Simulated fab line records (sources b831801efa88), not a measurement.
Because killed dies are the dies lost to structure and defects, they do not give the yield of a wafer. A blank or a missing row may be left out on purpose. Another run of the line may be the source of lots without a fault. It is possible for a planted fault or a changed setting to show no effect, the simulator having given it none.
fab line records	flow gf180mcu	part 2 of 2: steps 30 to 40 of 40
record lots=5	wafers=15	lastDay=34
route steps=602 shown STI@7 DNWELL@32 NWELL@42
lots that met no fault: taken from a fault-free run of the same line
startH: the number of hours between the record's first day and the start of the first shown wafer of the lot	waitH: time in hours since the lot's previous step	" repeats the value in the row above	L1.1+2: several wafers, shown together as one row	- value missing, or start not given	* or withheld: withheld	< > ~ a bound
route shown NAME@n: names a module that has steps shown in the file, with the first one's number in the route	usual: the fault-free wafers' mean and standard deviation	same: alike in all rows	chamber/n: place in a boat	sites: each site's reading	_std_site: their standard deviation	_edge_site: outer sites' mean less inner sites'	radiusMm: how far each site lies from the wafer's centre	mask NAME#n: copy n	behind: tool/chamber where the wafer was last shaped	hold: why the lot was held/for how many hours/how that ended	device: transistor that didn't switch, given as n, p or np	end of line: the tests these same wafers got at the end of their route	for a step that has no rows: nothing shown but its recipe	killed: not the wafer's yield, but the dies lost to structure and defects at the first sort	map: a wafer's dies, x killed, . not, _ none there
set.NAME: setting as actually run; set.NAME@STEP: the setting as run at that earlier step	model.NAME: the simulator's own value behind a step, which no gauge read
lots seen at some steps along the route; tables by step, rows by wafer
services: the hour from which a tool's chamber was out of use, counted from the record's first day as startH (under 0 if before that day), plus the number of hours and why
## steps
# step GF_DNWELL_EXPOSE_04
# recipe maskId=DNWELL	targetCdNm=1700	na=0.6	sourceShape=conventional	sigmaOuter=0.6	doseMj=260
# same sigmaOuter=0.6
lot.wafer	tool	chamber	startH	waitH	mask
L074.1+2+4	ilineStepper-01	0	-	-	DNWELL#0
L076.1+3+5	ilineStepper-02	0	-	-	DNWELL#0
L084.2+4+5	ilineStepper-01	0	-	-	DNWELL#0
L093.1+4+5	ilineStepper-02	0	-	-	DNWELL#0
L094.2+3+5	ilineStepper-02	0	-	-	DNWELL#0
# step GF_DNWELL_PEB_05
# recipe tempC=115	timeS=withheld
# usual plateTempC=115.00/0.15
lot.wafer	tool	chamber	startH	waitH	plateTempC
L074.1	lithoTrack-03	0	-	-	115.06
L074.2	"	0	"	"	115.16
L074.4	"	0	"	"	114.90
L076.1	lithoTrack-01	0	-	-	115.00
L076.3	"	0	"	"	114.89
L076.5	"	0	"	"	114.91
L084.2	lithoTrack-01	0	-	-	114.90
L084.4	"	0	"	"	114.90
L084.5	"	0	"	"	114.79
L093.1	lithoTrack-03	0	-	-	114.97
L093.4	"	0	"	"	115.13
L093.5	"	0	"	"	115.10
L094.2	lithoTrack-01	0	-	-	115.01
L094.3	"	0	"	"	114.81
L094.5	"	0	"	"	114.89
# step GF_DNWELL_DEVELOP_06
# recipe wallAngleDeg=90	developTimeS=60	devTempC=23
# same developTimeS=60
lot.wafer	tool	chamber	startH	waitH
L074.1+2+4	lithoTrack-03	0	-	-
L076.1+3+5	lithoTrack-01	0	-	-
L084.2+4+5	lithoTrack-01	0	-	-
L093.1+4+5	lithoTrack-03	0	-	-
L094.2+3+5	lithoTrack-01	0	-	-
# step GF_DNWELL_IMPLANT_07
# recipe species=P	energyKev=1500	doseCm2=1.018e+13	tiltDeg=0
# usual endStationPressureTorr=5.02e-06/2.7e-07
lot.wafer	tool	chamber	startH	waitH	endStationPressureTorr
L074.1	implanter-04	0	42.80	-	5.58e-06
L074.2	"	0	"	"	5.09e-06
L074.4	"	0	"	"	4.67e-06
L076.1	implanter-01	0	54.05	-	4.83e-06
L076.3	"	0	"	"	4.54e-06
L076.5	"	0	"	"	4.71e-06
L084.2	implanter-01	0	96.13	-	5.34e-06
L084.4	"	0	"	"	5.6e-06
L084.5	"	0	"	"	5.54e-06
L093.1	implanter-01	0	142.44	-	5.29e-06
L093.4	"	0	"	"	4.97e-06
L093.5	"	0	"	"	5.01e-06
L094.2	implanter-04	0	151.08	-	4.65e-06
L094.3	"	0	"	"	5.04e-06
L094.5	"	0	"	"	5.25e-06
# step GF_DNWELL_STRIP_08
# recipe chemistry=O2/N2	powerW=1400	pressureMtorr=1500	platenTempC=250	o2FlowSccm=3000	n2FlowSccm=300	overashFraction=0.5
# usual drypumpMotorCurrentA=5.9/0.47	heaterPowerW=324/32	oesProductAu=0.722/0.0045	stripTimeToEndpointS=37.00/0.12
lot.wafer	tool	chamber	startH	waitH	drypumpMotorCurrentA	heaterPowerW	oesProductAu	rfHoursCounterH	stripTimeToEndpointS
L074.1	plasmaAsher-03	1	42.95	0.1	5.4	318	0.722	25	36.88
L074.2	"	0	"	"	6.3	291	0.724	25	36.77
L074.4	"	1	"	"	5.4	309	0.729	-	36.80
L076.1	plasmaAsher-02	1	54.20	0.1	6.0	352	0.722	41	36.90
L076.3	"	1	"	"	6.0	350	0.723	-	37.06
L076.5	"	1	"	"	6.0	351	0.722	-	37.02
L084.2	plasmaAsher-01	0	96.25	0.1	5.4	357	0.721	43	36.98
L084.4	"	0	"	"	5.4	373	0.719	-	37.01
L084.5	"	1	"	"	6.6	308	0.718	-	37.00
L093.1	plasmaAsher-01	0	142.59	0.1	5.4	359	0.718	48	37.18
L093.4	"	0	"	"	5.4	361	0.716	-	37.20
L093.5	"	0	"	"	5.4	364	0.720	-	37.12
L094.2	plasmaAsher-01	1	151.20	0.1	6.6	307	0.727	49	36.80
L094.3	"	1	"	"	6.6	310	0.718	-	36.83
L094.5	"	0	"	"	5.5	374	0.721	-	36.90
# step GF_DNWELL_TW_MEAS_09
# usual DNWELL_TW=1351/7.9
lot.wafer	tool	chamber	startH	waitH	DNWELL_TW
L074.1	filmMetro-03	-	43.05	0.1	1347
L074.2	"	-	"	"	1344
L074.4	"	-	"	"	1352
L076.1	filmMetro-04	-	54.30	0.1	1351
L076.3	"	-	"	"	1351
L076.5	"	-	"	"	1349
L084.2	filmMetro-03	-	96.36	0.1	1350
L084.4	"	-	"	"	1354
L084.5	"	-	"	"	1347
L093.1	filmMetro-01	-	142.69	0.1	1358
L093.4	"	-	"	"	1362
L093.5	"	-	"	"	1362
L094.2	filmMetro-04	-	151.31	0.1	1354
L094.3	"	-	"	"	1338
L094.5	"	-	"	"	1358
# step GF_NWELL_DEHYDRATE_00
# recipe tempC=200	timeS=60
# usual plateTempC=199.99/0.15
lot.wafer	tool	chamber	startH	waitH	plateTempC
L074.1	lithoTrack-01	0	48.60	5.5	200.04
L074.2	"	0	"	"	200.17
L074.4	"	0	"	"	200.14
L076.1	lithoTrack-01	0	59.70	5.4	199.92
L076.3	"	0	"	"	199.92
L076.5	"	0	"	"	199.98
L084.2	lithoTrack-02	0	102.69	6.3	199.99
L084.4	"	0	"	"	200.02
L084.5	"	0	"	"	200.15
L093.1	lithoTrack-02	0	149.91	7.2	200.05
L093.4	"	0	"	"	199.80
L093.5	"	0	"	"	200.10
L094.2	lithoTrack-01	0	158.72	7.4	200.10
L094.3	"	0	"	"	199.88
L094.5	"	0	"	"	200.00
# step GF_NWELL_HMDS_01
# recipe primeTimeS=60	primeTempC=120
lot.wafer	tool	chamber	startH	waitH
L074.1+2+4	lithoTrack-01	0	48.75	0.1
L076.1+3+5	lithoTrack-01	0	59.85	0.1
L084.2+4+5	lithoTrack-02	0	102.84	0.1
L093.1+4+5	lithoTrack-02	0	150.06	0.1
L094.2+3+5	lithoTrack-01	0	158.87	0.1
# step GF_NWELL_COAT_02
# recipe spinRpm=2000	resistThkNm=3000
lot.wafer	tool	chamber	startH	waitH
L074.1+2+4	lithoTrack-01	0	48.90	0.1
L076.1+3+5	lithoTrack-01	0	60.00	0.1
L084.2+4+5	lithoTrack-02	0	102.99	0.1
L093.1+4+5	lithoTrack-02	0	150.21	0.1
L094.2+3+5	lithoTrack-01	0	159.02	0.1
# step GF_NWELL_SOFTBAKE_03
# recipe tempC=110	timeS=withheld
# usual plateTempC=109.98/0.12
lot.wafer	tool	chamber	startH	waitH	plateTempC
L074.1	lithoTrack-01	0	49.05	0.1	109.83
L074.2	"	0	"	"	109.93
L074.4	"	0	"	"	109.93
L076.1	lithoTrack-01	0	60.15	0.1	110.20
L076.3	"	0	"	"	109.97
L076.5	"	0	"	"	110.10
L084.2	lithoTrack-02	0	103.15	0.1	109.99
L084.4	"	0	"	"	109.81
L084.5	"	0	"	"	110.18
L093.1	lithoTrack-02	0	150.36	0.1	109.94
L093.4	"	0	"	"	109.88
L093.5	"	0	"	"	110.08
L094.2	lithoTrack-01	0	159.18	0.1	110.05
L094.3	"	0	"	"	109.96
L094.5	"	0	"	"	110.00
# step GF_NWELL_EXPOSE_04
# recipe maskId=Nwell	targetCdNm=860	na=0.6	sourceShape=conventional	sigmaOuter=0.6	doseMj=260
# same sigmaOuter=0.6
lot.wafer	tool	chamber	startH	waitH	mask
L074.1+2+4	ilineStepper-01	0	-	-	Nwell#0
L076.1+3+5	ilineStepper-02	0	-	-	Nwell#0
L084.2+4+5	ilineStepper-01	0	-	-	Nwell#0
L093.1+4+5	ilineStepper-01	0	-	-	Nwell#0
L094.2+3+5	ilineStepper-02	0	-	-	Nwell#0
## services
tool	chamber	startH	hours	kind
hdpcvd-01	-	1.68	2.7	repair
ilineStepper-01	-	3.17	3.1	repair
furnace-02	-	11.01	3.5	pm
cmp-02	-	22.77	5.5	pm
krfScanner-01	-	28.21	0.8	pm
implanter-01	-	37.05	6.4	repair
krfScanner-01	-	38.51	0.8	repair
krfScanner-01	-	39.57	1.3	pm
hdpcvd-01	-	44.12	1.4	repair
krfScanner-01	-	53.97	1.6	repair
cmp-02	-	58.23	6.1	repair
ilineStepper-01	-	60.24	2.7	repair
ilineStepper-01	-	61.61	9.9	repair
furnace-01	-	67.98	3.5	pm
krfScanner-01	-	77.72	1.0	pm
plasmaAsher-01	-	80.93	3.4	repair
ilineStepper-02	-	85.45	6.1	repair
hdpcvd-01	0	90.54	3.8	repair
furnace-02	-	106.51	3.8	pm
ilineStepper-01	-	123.78	1.7	pm
plasmaAsher-01	-	128.37	1.4	repair
furnace-01	-	151.54	3.2	pm
hdpcvd-01	-	156.45	0.9	repair
ilineStepper-02	-	156.55	2.8	repair
